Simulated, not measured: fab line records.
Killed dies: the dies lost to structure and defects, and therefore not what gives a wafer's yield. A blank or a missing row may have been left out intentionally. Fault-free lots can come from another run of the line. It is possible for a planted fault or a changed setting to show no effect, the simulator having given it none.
A struck lot beside a sound one -- flow sky130 -- 22 steps out of a route of 708
Sound: these wafers, L317.3, L317.4, L317.5. The struck wafers were L315.2, L315.3, L315.5. At the end, the cause is stated.
For every step that has rows: the tool of each side, followed by ch and its chambers, followed by its first start. Under that, the readings that differ: sound wafers -- struck wafers -- difference of the means -- sigmas: that difference in standard deviations of wafers without a fault.
alike: readings with means less than 2 such deviations apart, plus words and numbers identical on both sides. not compared: withheld readings, readings lacking a value on some wafer, bounds such as >300 that could conceal the same value, and numbers that have no deviation in the record and whose values overlap.
Wherever a step has rows on one side only, a row that says differs or no value, or a row with sigmas, the two part there. Numbers that don't overlap but have no deviation are shown without sigmas and don't part them. A reading that every wafer of one side lacks parts them only if that side has two wafers or more.

first, 5 steps without rows for these wafers: SKY_VT_ADJUST_HVTR_COAT_02 (resist thk 1140 nm); SKY_VT_ADJUST_HVTR_SOFTBAKE_03 (time 60 s); SKY_VT_ADJUST_HVTR_EXPOSE_04 (exposes mask HVTRM, target cd 380 nm); SKY_VT_ADJUST_HVTR_PEB_05; SKY_VT_ADJUST_HVTR_DEVELOP_06 (develop time 60 s).
SKY_VT_ADJUST_HVTR_CD_MEAS_07: the cd target is 380 nm.
  sound: cd_sem-02 at day 14 09:10; struck: cd_sem-01 at day 13 14:23
  alike: cd_nm
SKY_VT_ADJUST_HVTR_OVL_MEAS_08:
  sound: overlay-01 at day 14 09:16; struck: overlay-02 at day 13 14:29
  alike: VT_ADJUST_HVTR_OVL
after that, 1 step had no rows for these wafers: SKY_VT_ADJUST_HVTR_IMPLANT_09.
SKY_VT_ADJUST_HVTR_STRIP_10: strips in O2/N2.
  sound on plasma_asher-04 ch 0,1, day 14 09:28; struck on plasma_asher-02 ch 0,1, day 13 14:40
reading,sound,struck,difference,sigmas
drypump_motor_current_A (A),4.91 5.43 4.91,5.66 5.62 5.67,+0.57,+2
  alike: oes_product_au, strip_time_to_endpoint_s
  not compared: rf_hours_counter_h
SKY_VT_ADJUST_HVTR_TW_MEAS_11:
  sound: film_metro-04 at day 14 09:34; struck: film_metro-01 at day 13 14:47
reading,sound,struck,difference,sigmas
VT_ADJUST_HVTR_TW,213.9 214.7 213.2,209.4 207.6 207.5,-5.8,-2
then, 2 steps without rows for these wafers: SKY_VT_ADJUST_PCH_DEHYDRATE_00 (time 60 s); SKY_VT_ADJUST_PCH_HMDS_01 (prime time 60 s).
SKY_VT_ADJUST_PCH_COAT_02: resist thk 3000 nm.
  sound on litho_track-02 ch 0, day 14 22:35; struck on litho_track-03 ch 0, day 14 02:34
reading,sound,struck,difference,sigmas
spin_speed_rpm (rpm),1999.9 2000.9 2000.4,2408.5 2407.9 2409.2,+408.1,+99 or more
model.coat_of_VT_ADJUST_PCH_COAT_02.thk_nm (nm),3005 3007 3009,2754 2749 2754,-255,
then, 3 steps without rows for these wafers: SKY_VT_ADJUST_PCH_SOFTBAKE_03; SKY_VT_ADJUST_PCH_EXPOSE_04 (exposes mask NWM, target cd 840 nm); SKY_VT_ADJUST_PCH_PEB_05.
SKY_VT_ADJUST_PCH_DEVELOP_06: develop time 60 s.
  sound on litho_track-03 ch 0; struck on litho_track-03 ch 0
reading,sound,struck,difference,sigmas
model.coat_of_VT_ADJUST_PCH_COAT_02.thk_nm (nm),3000 3002 3004,2750 2744 2750,-254,
SKY_VT_ADJUST_PCH_OVL_MEAS_07:
  sound: overlay-01 at day 15 13:24; struck: overlay-01 at day 14 16:38
  alike: VT_ADJUST_PCH_OVL
after that, 1 step had no rows for these wafers: SKY_VT_ADJUST_PCH_IMPLANT_08.
SKY_VT_ADJUST_PCH_STRIP_09: strips in O2/N2.
  sound on plasma_asher-04 ch 0,1, day 15 13:36; struck on plasma_asher-03 ch 0,1, day 14 16:49
reading,sound,struck,difference,sigmas
oes_product_au (a.u.),0.732 0.727 0.728,0.719 0.718 0.718,-0.011,-2
strip_time_to_endpoint_s (s),36.98 36.99 37.01,34.08 34.05 34.09,-2.92,-24
  alike: drypump_motor_current_A
  not compared: rf_hours_counter_h
SKY_VT_ADJUST_PCH_TW_MEAS_10:
  sound: film_metro-03 at day 15 13:41; struck: film_metro-01 at day 14 16:56
reading,sound,struck,difference,sigmas
VT_ADJUST_PCH_TW,142.7 143.4 142.0,140.6 140.6 140.1,-2.3,-2
after that, 1 step had no rows for these wafers: SKY_PAD_OPEN_PROBE_99.

WHERE THEY PART
Earliest at SKY_VT_ADJUST_HVTR_STRIP_10; latest, in this record, at SKY_VT_ADJUST_PCH_TW_MEAS_10.

WHY: what had been put in by the simulator
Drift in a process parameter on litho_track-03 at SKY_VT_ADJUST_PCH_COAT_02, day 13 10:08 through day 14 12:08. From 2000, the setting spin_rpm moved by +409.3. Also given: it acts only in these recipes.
